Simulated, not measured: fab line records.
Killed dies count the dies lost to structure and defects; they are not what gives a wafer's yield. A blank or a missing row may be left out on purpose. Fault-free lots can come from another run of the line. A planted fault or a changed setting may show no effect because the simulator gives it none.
Which of the tools did it? ; flow sky130 ; 12 lots with 36 wafers sampled at 5 steps, on a route of 708 steps

## WHAT THE GAUGES SHOWED, per wafer
The record lacks any reading of a measuring or inspecting step that a usual standard deviation could be used to judge.

## EACH LOT AND THE TOOL THAT RAN IT (in order: tool; ch and the chambers of the sampled wafers; start)
lot;SKY_VIA2_CMP_02;SKY_VIA3_STRIP_16;SKY_METAL4_SPUTTER_02;SKY_VIA4_CMP_02;SKY_PAD_OPEN_PROBE_99
L708;cmp-02 ch 0,1,2, day 35 09:44;plasma_asher-02 ch 0,1, day 39 21:20;pvd_sputter-04, day 39 22:39;cmp-01 ch 0,1, day 42 01:59;-
L710;cmp-02 ch 0,1, day 35 22:47;plasma_asher-03 ch 0,1, day 40 08:59;pvd_sputter-02, day 40 10:15;cmp-02 ch 0,1,2, day 42 12:12;-
L711;cmp-01 ch 0,1, day 36 03:51;plasma_asher-03 ch 0,1, day 40 14:17;pvd_sputter-02, day 40 15:36;cmp-02 ch 0,1, day 42 17:49;-
L712;cmp-02 ch 1,2, day 36 16:08;plasma_asher-02 ch 0,1, day 41 02:04;pvd_sputter-02, day 41 03:26;cmp-01 ch 0,2,3, day 43 05:15;-
L713;cmp-01 ch 1,2,3, day 37 10:28;plasma_asher-02 ch 0,1, day 41 18:38;pvd_sputter-03, day 41 19:59;cmp-02 ch 0,2,3, day 43 20:30;prober-02, day 47 14:04
L715;cmp-02 ch 0,2,3, day 37 19:13;plasma_asher-03 ch 0,1, day 42 02:58;pvd_sputter-03, day 42 04:38;cmp-01 ch 1,2,3, day 44 03:52;-
L716;cmp-01 ch 0,1,2, day 38 05:49;plasma_asher-03 ch 0,1, day 42 11:55;pvd_sputter-02, day 42 13:16;cmp-02 ch 0,1,2, day 44 11:49;-
L718;cmp-01 ch 0,1,3, day 38 18:47;plasma_asher-02 ch 0,1, day 43 00:59;pvd_sputter-02, day 43 02:18;cmp-02 ch 0,3, day 45 01:52;prober-01, day 48 16:34
L721;cmp-01 ch 1,2, day 39 18:15;plasma_asher-03 ch 0,1, day 43 22:06;pvd_sputter-04, day 43 23:34;cmp-02 ch 0,1, day 45 20:58;-
L723;cmp-02 ch 1,2,3, day 40 03:16;plasma_asher-01 ch 0,1, day 44 07:19;pvd_sputter-02, day 44 08:52;cmp-01 ch 0,1,3, day 46 04:59;prober-01, day 49 14:52
L729;cmp-01 ch 1,2, day 41 21:46;plasma_asher-02 ch 0,1, day 45 21:09;pvd_sputter-02, day 45 22:34;cmp-02 ch 0,1,2, day 47 17:25;prober-01, day 50 21:14
L731;cmp-01 ch 1,2,3, day 41 23:59;plasma_asher-03 ch 0,1, day 45 22:47;pvd_sputter-04, day 46 00:14;cmp-02 ch 0,1,2, day 47 18:29;prober-02, day 50 22:14
- SKY_VIA2_CMP_02: polishes SiO2.
- SKY_VIA3_STRIP_16: strips in O2/N2.
- SKY_METAL4_SPUTTER_02: material AlCu, target thk 735 nm, time 39.1 s.
- SKY_VIA4_CMP_02: polishes SiO2.
- SKY_PAD_OPEN_PROBE_99

## WHAT THE TOOLS THEMSELVES READ (means of the sampled wafers that have a number; where no wafer has one, the mark that the record gives instead)
SKY_VIA2_CMP_02. Usual: motor_current_A 11.4 A, standard deviation 0.98.
lot;tool;motor_current_A (A);flag
L708;cmp-02;11.0;
L710;cmp-02;11.4;
L711;cmp-01;12.3;
L712;cmp-02;11.6;
L713;cmp-01;11.2;
L715;cmp-02;11.3;
L716;cmp-01;12.1;
L718;cmp-01;11.6;
L721;cmp-01;11.5;
L723;cmp-02;11.3;
L729;cmp-01;11.1;
L731;cmp-01;11.0;

SKY_VIA3_STRIP_16. Usual: drypump_motor_current_A 5.6 A, standard deviation 0.51; oes_product_au 0.402 a.u., standard deviation 0.0048; strip_time_to_endpoint_s 4.134 s, standard deviation 0.02.
lot;tool;drypump_motor_current_A (A);oes_product_au (a.u.);strip_time_to_endpoint_s (s);flag
L708;plasma_asher-02;5.2;0.402;4.112;
L710;plasma_asher-03;5.5;0.406;4.152;
L711;plasma_asher-03;5.5;0.403;4.133;
L712;plasma_asher-02;5.2;0.403;4.140;
L713;plasma_asher-02;5.2;0.396;4.132;
L715;plasma_asher-03;5.4;0.404;4.145;
L716;plasma_asher-03;5.4;0.403;4.126;
L718;plasma_asher-02;5.2;0.403;4.110;
L721;plasma_asher-03;5.5;0.396;4.101;
L723;plasma_asher-01;6.1;0.402;4.139;
L729;plasma_asher-02;5.2;0.400;4.146;
L731;plasma_asher-03;5.5;0.404;4.148;

SKY_METAL4_SPUTTER_02. Usual: throttle_valve_pct 30.0 %, standard deviation 0.95.
lot;tool;throttle_valve_pct (%);flag
L708;pvd_sputter-04;31.0;
L710;pvd_sputter-02;29.7;
L711;pvd_sputter-02;30.4;
L712;pvd_sputter-02;29.9;
L713;pvd_sputter-03;29.9;
L715;pvd_sputter-03;29.2;
L716;pvd_sputter-02;30.0;
L718;pvd_sputter-02;29.9;
L721;pvd_sputter-04;31.0;
L723;pvd_sputter-02;29.8;
L729;pvd_sputter-02;29.7;
L731;pvd_sputter-04;30.6;

SKY_VIA4_CMP_02. Usual: motor_current_A 11.5 A, standard deviation 1.
lot;tool;motor_current_A (A);flag
L708;cmp-01;12.8;
L710;cmp-02;11.4;
L711;cmp-02;11.4;
L712;cmp-01;11.2;
L713;cmp-02;10.7;
L715;cmp-01;11.1;
L716;cmp-02;11.2;
L718;cmp-02;11.8;
L721;cmp-02;12.0;
L723;cmp-01;11.3;
L729;cmp-02;11.4;
L731;cmp-02;10.9;

SKY_PAD_OPEN_PROBE_99. Usual: defect_limited_yield 82.5 %, standard deviation 1.9; killed_at_M0_to_M3 44, standard deviation 7.2; killed_at_M4_up 2.9, standard deviation 1.8; killed_at_contacts 24, standard deviation 5.6; killed_at_front_end 15, standard deviation 4.2; killed_at_other 0.4, standard deviation 0.71; killed_dies 86, standard deviation 9.2; killed_on_rim 16, standard deviation 3.6; killed_open 47, standard deviation 7.2; killed_short 39, standard deviation 5.7; sort_bin_3_pad_short 0.9 %, standard deviation 0.4; sort_bin_5_function 10.2 %, standard deviation 1.6; sort_bin_6_memory 6.4 %, standard deviation 1.2; sort_n_pass 406, standard deviation 9.2; sort_yield_pct 82.5 %, standard deviation 1.9.
lot;tool;defect_limited_yield (%);killed_at_M0_to_M3;killed_at_M4_up;killed_at_contacts;killed_at_front_end;killed_at_other;killed_dies;killed_on_rim;killed_open;killed_short;sort_bin_3_pad_short (%);sort_bin_5_function (%);sort_bin_6_memory (%);sort_n_pass;sort_yield_pct (%);flag
L713;prober-02;82.0;48;2.3;26;12;0.0;88;17;46;41;0.7;10.7;6.6;404;82.0;
L718;prober-01;80.2;49;2.3;30;17;0.0;98;20;56;41;1.0;12.6;6.2;394;80.2;
L723;prober-01;79.5;50;3.3;32;15;0.3;101;18;61;40;1.0;11.7;7.8;391;79.5;
L729;prober-01;66.7;130;2.3;18;13;0.3;164;30;42;31;2.3;20.9;10.1;328;66.7;OFF
L731;prober-02;66.6;128;3.7;20;13;0.0;164;30;40;34;2.1;21.6;9.8;328;66.6;OFF

## THE ANSWER, worked out from the rows above alone
Rule: lot off if the mean of its wafers having a number is beyond 3 standard deviations from the usual mean. A lot without any number at a reading at which 4 lots or more have one is off too. Where the step has rows for the other lots, those lots are counted as sound. Order of review: gauges by route order, followed by the tools' own readings, for which a lot's mean as printed above is used. The first step at which some lot is off is used, and at that step the reading that is off furthest; a lot without a number counts as furthest.
Off: L729, L731, at SKY_PAD_OPEN_PROBE_99 (killed_at_M0_to_M3). Neither off nor sound, because the step has no rows for them: L708, L710, L711, L712, L715, L716, L721.
If a tool, at that step or one of the process steps before it, ran each lot that is off and ran no sound lot following the first of them, it fits. This does not decide it: 2 tools fit, namely cmp-01 at SKY_VIA2_CMP_02 and cmp-02 at SKY_VIA4_CMP_02.

## WHAT WAS PUT IN BY THE SIMULATOR
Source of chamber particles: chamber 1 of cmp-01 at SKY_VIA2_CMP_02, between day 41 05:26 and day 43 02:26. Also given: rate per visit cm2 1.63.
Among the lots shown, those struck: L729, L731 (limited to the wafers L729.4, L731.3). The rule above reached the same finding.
